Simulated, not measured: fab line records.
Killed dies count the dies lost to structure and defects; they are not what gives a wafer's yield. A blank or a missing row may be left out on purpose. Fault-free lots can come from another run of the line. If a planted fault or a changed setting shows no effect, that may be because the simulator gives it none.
One fault through the eyes of 2 desks || flow gf180mcu || each desk has only its own numbers; what lay behind them comes last

## TOOL OWNER'S DESK, rie-diel-02
The tool's own readings at GF_V1_ETCH_17 (etches SiO2 in C4F8/O2/Ar, stops on TiN, target depth 630 nm): means of the sampled wafers that have a number, for each lot that ran on this tool. A lot is out of limits, marked OUT, if its mean lies more than 4 standard deviations from the usual mean; the brackets give that distance.
Columns: A = oes-product-au at GF_V1_ETCH_17, usual 0.856 a.u.; B = rf-fwd-power-W at GF_V1_ETCH_17, usual 1492 W
{"lot": "L881", "first seen here": "day 22 13:00", "A": 0.860, "B": "1652 (+32) OUT"}
{"lot": "L884", "first seen here": "day 23 15:00", "A": 0.853, "B": "1569 (+15) OUT"}
{"lot": "L893", "first seen here": "day 26 05:00", "A": 0.858, "B": 1490}
This desk's finding: out of limits on L881, L884; first on L881, day 22 13:00 (rf-fwd-power-W at GF_V1_ETCH_17). L893: within limits.

## THE METROLOGY DESK
Means of the sampled wafers that have a number, per lot and without regard to the tool the lot ran on: this is what the gauges read. A lot is out of limits, marked OUT, if its mean lies more than 4 standard deviations from the usual mean; the brackets give that distance.
Columns: A = V1_BOW at GF_V1_BOW_MEAS_05, usual 83 um; B = cd-nm at GF_V1_CD_MEAS_14, usual 260.3 nm; C = V1_OVL at GF_V1_OVL_MEAS_15, usual 0 nm
{"lot": "L870", "first seen here": "day 16 18:27", "A": 79, "B": 259.9, "C": -3}
{"lot": "L881", "first seen here": "day 21 13:16", "A": 97, "B": 260.4, "C": -2}
{"lot": "L884", "first seen here": "day 22 17:16", "A": 89, "B": 261.3, "C": 4}
{"lot": "L886", "first seen here": "day 23 05:32", "A": 74, "B": 261.3, "C": 3}
{"lot": "L887", "first seen here": "day 23 09:27", "A": 71, "B": 260.8, "C": 2}
{"lot": "L893", "first seen here": "day 25 08:00", "A": 70, "B": 260.3, "C": 4}
Finding of this desk: none of the 6 lots has anything out of limits.

## BROUGHT TOGETHER
The tool owner's desk could have raised an alarm at day 22 13:00, on L881, L884.
The metrology desk saw nothing out of limits.
The metrology desk holds a record of L881, L884, inside its limits.
Every lot named ran GF_V1_ETCH_17 on rie-diel-02.

## WHAT THE SIMULATOR HAD INSERTED
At GF_V1_ETCH_17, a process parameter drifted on rie-diel-02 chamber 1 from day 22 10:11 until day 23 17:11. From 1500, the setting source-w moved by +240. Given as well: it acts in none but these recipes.
Struck lots among those shown: L881, L884.
Time in hours from fault onset to the first out-of-limits reading at each desk: the tool owner's desk, 3.
